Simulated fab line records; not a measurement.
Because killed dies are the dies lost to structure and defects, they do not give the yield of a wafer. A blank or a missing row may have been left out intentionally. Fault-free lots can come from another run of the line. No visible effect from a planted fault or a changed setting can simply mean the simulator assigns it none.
A lot that was struck, set against a sound lot    flow sky130    15 out of 708 route steps
Sound: these wafers, L703.2, L703.3, L703.5. Struck: wafers L717.4, L717.6. (L717.5 of the same lot was not struck and is left out.) The cause comes at the end.
Per side, at each step with rows, come the tool, then ch with its chambers, and then its first start. Under that, the readings that differ: sound wafers    struck wafers    difference of the means    sigmas: that difference in standard deviations of wafers without a fault.
alike: a reading whose means differ by less than 2 such deviations, as well as words and numbers matching on both sides. not compared: withheld readings; readings where some wafer has no value; bounds like >300 that might hide an equal value; numbers whose values overlap and for which the record gives no deviation.
Wherever a step has rows on one side only, a row that says differs or no value, or a row with sigmas, the two part there. Numbers that don't overlap but have no deviation are shown without sigmas and don't part them. Lack of a reading on every wafer of one side parts them only where that side has two or more wafers.

SKY_FIELD_ISO_ETCH_15: etches the open film in CHF3/O2, stops on Si, target depth 180 nm, time 72 s.
  sound on rie_diel-04 ch 1,2, day 2 07:05; struck on rie_diel-04 ch 2, day 5 07:32
  alike: drypump_motor_current_A, oes_product_au, throttle_valve_pct
  not compared: rf_hours_counter_h
SKY_FIELD_ISO_STRIP_16: strips in O2/N2.
  sound on plasma_asher-01 ch 0,1, day 2 07:08; struck on plasma_asher-03 ch 0, day 5 07:37
  alike: drypump_motor_current_A, oes_product_au, strip_time_to_endpoint_s
  not compared: rf_hours_counter_h
SKY_FIELD_ISO_ETCH_17: etches Si in HBr/Cl2/O2, target depth 342 nm, time 97.7 s.
  sound on rie_si-01 ch 0,3, day 2 07:14; struck on rie_si-02 ch 1,2, day 5 07:44
reading                      sound           struck     difference  sigmas
drypump_motor_current_A (A)  5.40 5.67 5.39  6.28 5.81  +0.56       +2
  alike: oes_product_au, throttle_valve_pct
  not compared: rf_hours_counter_h
then, 5 steps without rows for these wafers: SKY_FIELD_ISO_WET_ETCH_18 (etches Si3N4 in H3PO4, target depth 25 nm, time 286 s); SKY_FIELD_ISO_CLEAN_19 (cleans in SC1/SC2, time 150 s); SKY_FIELD_ISO_CLEAN_20 (cleans in dHF, time 20 s); SKY_FIELD_ISO_WET_ETCH_21 (etches SiO2 in dHF, target depth 20 nm, time 400 s); SKY_FIELD_ISO_OXIDATION_22 (stabilise 600 s, purge 300 s, target thk 10 nm).
SKY_FIELD_ISO_THK_MEAS_23:
  struck on film_metro-02, day 5 09:40; sound on film_metro-02, day 2 09:53
  alike: FIELD_ISO_OXIDATION_01_THK
then, 1 step without rows for these wafers: SKY_FIELD_ISO_CVD_24 (deposits SiO2, target thk 595 nm, time 99.2 s).
SKY_FIELD_ISO_THK_MEAS_25:
  struck on film_metro-01, day 5 09:48; sound on film_metro-03, day 2 10:02
  alike: FIELD_ISO_CVD_24_THK
then, 1 step without rows for these wafers: SKY_FIELD_ISO_ANNEAL_26 (time 1800 s).
SKY_FIELD_ISO_CMP_27: polishes, stops on Si3N4, t overpolish 16 s, target thk 457.8 nm.
  sound on cmp-01 ch 0,1, day 2 14:05; struck on cmp-01 ch 2, day 5 12:04
reading                  sound              struck       difference  sigmas
edge_zone_pressure_frac  1.006 1.014 0.998  0.996 0.995  -0.010      -2
time_to_endpoint_s (s)   119 115 112        58 57        -58         -10
  alike: motor_current_A, overpolish_run_s
then, 1 step without rows for these wafers: SKY_FIELD_ISO_WET_ETCH_28 (etches SiO2 in dHF, target depth 23.7 nm, time 47 s).
-- the record jumps here: 43 days lie between the struck wafers' starts before and after (it left off in module FIELD_ISO and takes up again in module PAD_OPEN, whose first step shown is number 708 of the route) --
SKY_PAD_OPEN_PROBE_99:
  struck on prober-02, day 48 23:23; sound on prober-01, day 46 06:02
  alike: killed_at_M0_to_M3, killed_at_M4_up, killed_at_contacts, killed_at_front_end, killed_at_other, killed_dies, killed_open, killed_short

== WHERE THEY PART ==
Last at SKY_FIELD_ISO_CMP_27 as far as this record goes, first at SKY_FIELD_ISO_ETCH_17. Later steps at which nothing parts them and some readings are alike: SKY_PAD_OPEN_PROBE_99.

WHY: the cause the simulator had injected
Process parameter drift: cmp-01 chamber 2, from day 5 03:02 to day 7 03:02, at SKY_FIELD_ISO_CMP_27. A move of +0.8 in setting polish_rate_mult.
